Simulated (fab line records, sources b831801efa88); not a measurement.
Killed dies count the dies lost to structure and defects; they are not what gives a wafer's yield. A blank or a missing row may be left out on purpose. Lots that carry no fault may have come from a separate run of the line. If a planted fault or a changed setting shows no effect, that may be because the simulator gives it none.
Chamber matching + flow sky130 + cmp-01 running SKY_FIELD_ISO_CMP_27: 4 sister chambers
The step polishes, stops on Si3N4, t overpolish 16 s, target thk 457.8 nm. 8 wafers are shown with their chamber, then 12 later ones without.

WAFERS, EACH WITH ITS CHAMBER
| wafer  | chamber | motor-current-A (A) | time-to-endpoint-s (s) |
|--------|---------|---------------------|------------------------|
| L082.5 | 2       | 12.7                | 116                    |
| L083.5 | 0       | 13.5                | 115                    |
| L084.6 | 1       | 14.9                | 115                    |
| L087.3 | 0       | 13.1                | 109                    |
| L087.6 | 1       | 14.8                | 114                    |
| L091.3 | 3       | 11.1                | 117                    |
| L091.4 | 2       | 12.9                | 114                    |
| L091.5 | 3       | 10.5                | 121                    |

WAFERS WITH NO CHAMBER GIVEN
| wafer  | motor-current-A (A) | time-to-endpoint-s (s) |
|--------|---------------------|------------------------|
| L093.3 | 13.5                | 117                    |
| L093.5 | 13.1                | 116                    |
| L093.6 | 15.3                | 115                    |
| L094.3 | 13.4                | 113                    |
| L094.4 | 12.9                | 111                    |
| L094.5 | 10.3                | 117                    |
| L096.1 | 12.7                | 113                    |
| L096.3 | 13.6                | 117                    |
| L096.6 | 13.2                | 113                    |
| L097.1 | 11.1                | 111                    |
| L097.2 | 12.6                | 109                    |
| L097.6 | 12.9                | 110                    |

WHICH CHAMBER EACH ONE RAN IN
| wafer  | from the rows above     | in truth |
|--------|-------------------------|----------|
| L093.3 | can't be placed: 0 or 2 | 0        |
| L093.5 | can't be placed: 2 or 0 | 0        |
| L093.6 | 1                       | 1        |
| L094.3 | can't be placed: 0 or 2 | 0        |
| L094.4 | can't be placed: 2 or 0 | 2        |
| L094.5 | 3                       | 3        |
| L096.1 | can't be placed: 2 or 0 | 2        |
| L096.3 | can't be placed: 0 or 2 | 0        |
| L096.6 | can't be placed: 0 or 2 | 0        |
| L097.1 | 3                       | 3        |
| L097.2 | can't be placed: 2 or 0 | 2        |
| L097.6 | can't be placed: 0 or 2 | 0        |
Placed correctly: 3 of 12. These rows do not allow placing 9 (true chamber among the candidates in 9). Number placed wrongly: 0.
How it was worked out, from the rows above alone: a wafer's distance from a chamber is the root of the sum, over the readings, of the square of ((its reading less the chamber's mean) divided by the reading's scatter). If the next closest chamber is less than 2 further off than the closest, the wafer can't be placed; otherwise it belongs to the closest. For every chamber, the mean is computed from those of its wafers that are shown. The scatter: the root of (the sum of the squares of (reading less its chamber's mean) over the shown wafers, divided by (wafers less chambers)).
